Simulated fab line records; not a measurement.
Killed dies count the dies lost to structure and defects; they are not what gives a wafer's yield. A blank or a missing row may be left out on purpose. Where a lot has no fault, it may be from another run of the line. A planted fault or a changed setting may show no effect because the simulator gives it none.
Which tool was responsible? ; flow sky130 ; 36 wafers from 12 lots sampled at 5 of the route's 708 steps

## WHAT EACH GAUGE READ, for each wafer
SKY_METAL1_CD_MEAS_15 targets a cd of 140 nm. Usual: cd nm at 139.9 nm, with a standard deviation of 1.6.
lot;measured;on;cd nm (nm);flag
L716;day 33 18:53;cd sem-01;138.1 137.8 138.8;
L717;day 34 07:46;cd sem-01;137.7 138.4 139.0;
L718;day 34 20:53;cd sem-01;142.4 142.5 141.7;
L719;day 34 23:53;cd sem-01;142.2 141.5 140.8;
L722;day 35 19:44;cd sem-02;139.6 139.7 138.7;
L729;day 37 21:29;cd sem-02;141.5 141.7 140.3;
L730;day 38 05:50;cd sem-02;142.9 142.3 141.3;
L731;day 38 10:25;cd sem-02;141.1 141.4 141.0;
L732;day 38 14:29;cd sem-02;139.7 137.6 140.0;
L733;day 39 04:29;cd sem-01;140.5 139.0 139.2;
L734;day 39 08:04;cd sem-02;141.7 143.3 142.1;
L738;day 40 08:08;cd sem-02;140.1 139.8 140.3;

SKY_VIA2_THK_MEAS_01. Usual: VIA2_HDPCVD_THK gives 1186 nm (standard deviation 13).
lot;measured;on;VIA2_HDPCVD_THK (nm);flag
L716;day 36 05:09;film metro-01;1199 1199 1200;
L717;day 36 17:35;film metro-04;1200 1168 1199;
L718;day 37 07:29;film metro-04;1183 1182 1166;
L719;day 37 09:22;film metro-03;1186 1183 1210;
L722;day 38 05:17;film metro-03;1168 1185 1173;
L729;day 40 04:47;film metro-01;1202 904 1190 1202 904 1188;OFF
L730;day 40 13:23;film metro-03;1192 1179 1160;
L731;day 40 17:49;film metro-01;1172 1190 1172;
L732;day 40 20:46;film metro-01;1184 1202 1186;
L733;day 41 10:31;film metro-03;1183 1204 1201;
L734;day 41 14:23;film metro-04;1181 1189 1192;
L738;day 42 13:49;film metro-03;1208 1199 1206;

SKY_PASSIVATION_THK_MEAS_03. Usual: PASSIVATION_CVD_02_THK gives 542 nm (standard deviation 7.3).
lot;measured;on;PASSIVATION_CVD_02_THK (nm);flag
L716;day 44 22:43;film metro-01;540 534 541;
L717;day 45 10:46;film metro-01;546 542 546;
L718;day 45 22:43;film metro-02;541 539 549;
L719;day 45 23:44;film metro-01;539 546 543;
L722;day 46 14:43;film metro-02;527 540 536;
L729;day 48 07:48;film metro-02;537 538 544;
L730;day 48 13:18;film metro-01;542 545 542;
L731;day 48 16:43;film metro-02;536 549 541;
L732;day 48 19:39;film metro-04;545 545 559;
L733;day 49 05:28;film metro-04;537 546 541;
L734;day 49 08:53;film metro-01;552 554 551;
L738;day 50 02:26;film metro-01;538 525 541;

## WHAT TOOL EACH LOT RAN ON (gives the tool, then ch and the chambers of the sampled wafers, and finally the start)
lot;SKY_VIA2_HDPCVD_00;SKY_METAL3_SPUTTER_01
L716;hdpcvd-01 ch 0,1, day 36 05:01;pvd sputter-01, day 37 09:05
L717;hdpcvd-01 ch 0,1,2, day 36 17:28;pvd sputter-02, day 37 22:08
L718;hdpcvd-02 ch 0,1,2, day 37 07:22;pvd sputter-02, day 38 12:12
L719;hdpcvd-01 ch 0,2, day 37 09:14;pvd sputter-04, day 38 13:42
L722;hdpcvd-02 ch 0,1, day 38 05:06;pvd sputter-01, day 39 08:58
L729;hdpcvd-02 ch 0,1,2, day 40 04:40;pvd sputter-04, day 41 08:01
L730;hdpcvd-01 ch 0,1,2, day 40 13:17;pvd sputter-04, day 41 15:54
L731;hdpcvd-01 ch 0,2, day 40 17:40;pvd sputter-04, day 41 20:49
L732;hdpcvd-01 ch 0,1, day 40 20:37;pvd sputter-02, day 41 23:13
L733;hdpcvd-01 ch 0,1,2, day 41 10:22;pvd sputter-02, day 42 12:47
L734;hdpcvd-01 ch 0,2, day 41 14:14;pvd sputter-01, day 42 16:32
L738;hdpcvd-01 ch 0,1,2, day 42 13:42;pvd sputter-04, day 43 15:26
- SKY_VIA2_HDPCVD_00: deposits SiO2, target thk 1180 nm, time 196.7 s.
- SKY_METAL3_SPUTTER_01: material TiN, target thk 20 nm, time 16.7 s.

## AS READ BY THE TOOLS THEMSELVES (means over the sampled wafers that have a number; for cases with no such wafer, the mark the record gives instead)
SKY_VIA2_HDPCVD_00. Usual: run length s at 224.6 s, with a standard deviation of 0.61.
lot;tool;run length s (s);flag
L716;hdpcvd-01;225.0;
L717;hdpcvd-01;224.5;
L718;hdpcvd-02;224.1;
L719;hdpcvd-01;224.5;
L722;hdpcvd-02;224.6;
L729;hdpcvd-02;209.7;OFF
L730;hdpcvd-01;225.0;
L731;hdpcvd-01;224.6;
L732;hdpcvd-01;224.8;
L733;hdpcvd-01;224.6;
L734;hdpcvd-01;224.6;
L738;hdpcvd-01;224.7;

SKY_METAL3_SPUTTER_01. Usual: throttle valve pct at 30.2 %, with a standard deviation of 1.2.
lot;tool;throttle valve pct (%);flag
L716;pvd sputter-01;31.5;
L717;pvd sputter-02;29.5;
L718;pvd sputter-02;29.5;
L719;pvd sputter-04;29.7;
L722;pvd sputter-01;31.3;
L729;pvd sputter-04;29.8;
L730;pvd sputter-04;28.4;
L731;pvd sputter-04;30.0;
L732;pvd sputter-02;29.8;
L733;pvd sputter-02;29.8;
L734;pvd sputter-01;31.3;
L738;pvd sputter-04;29.1;

## THE ANSWER, worked out from the rows above alone
Rule: take the mean of a lot's wafers that have a number; if it is more than 3 standard deviations from the usual mean, the lot is off. Also off: a lot with no number at a reading for which 4 or more lots have one. The other lots that the step has rows for count as sound. Order of review: gauges by route order, followed by the tools' own readings, for which a lot's mean as printed above is used. The first step at which some lot is off is used, and at that step the reading that is off furthest; a lot without a number counts as furthest.
Off: L729, at SKY_VIA2_THK_MEAS_01 (VIA2_HDPCVD_THK).
A tool fits if, at a process step before that reading, it ran every lot that is off, and no sound lot after the first of them. The gauges at SKY_VIA2_THK_MEAS_01 aren't tried: what is off there is off at SKY_VIA2_HDPCVD_00 too, on other tools, and a gauge's error can't cause that. One candidate fits, namely hdpcvd-02 at SKY_VIA2_HDPCVD_00. Its last sound lot is L722 (day 38 05:06), its first lot that is off L729 (day 40 04:40): a fault that began between those two fits.
On the lots that are off, the tool's own readings at SKY_VIA2_HDPCVD_00 differ by more than 5 times the standard deviation of the sound lots' means, which bears it out; run length s reads 209.7 s there versus 224.6 s on the sound lots.

## WHAT HAD BEEN PUT IN BY THE SIMULATOR
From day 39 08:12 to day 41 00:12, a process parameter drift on hdpcvd-02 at SKY_VIA2_HDPCVD_00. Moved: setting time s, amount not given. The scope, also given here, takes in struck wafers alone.
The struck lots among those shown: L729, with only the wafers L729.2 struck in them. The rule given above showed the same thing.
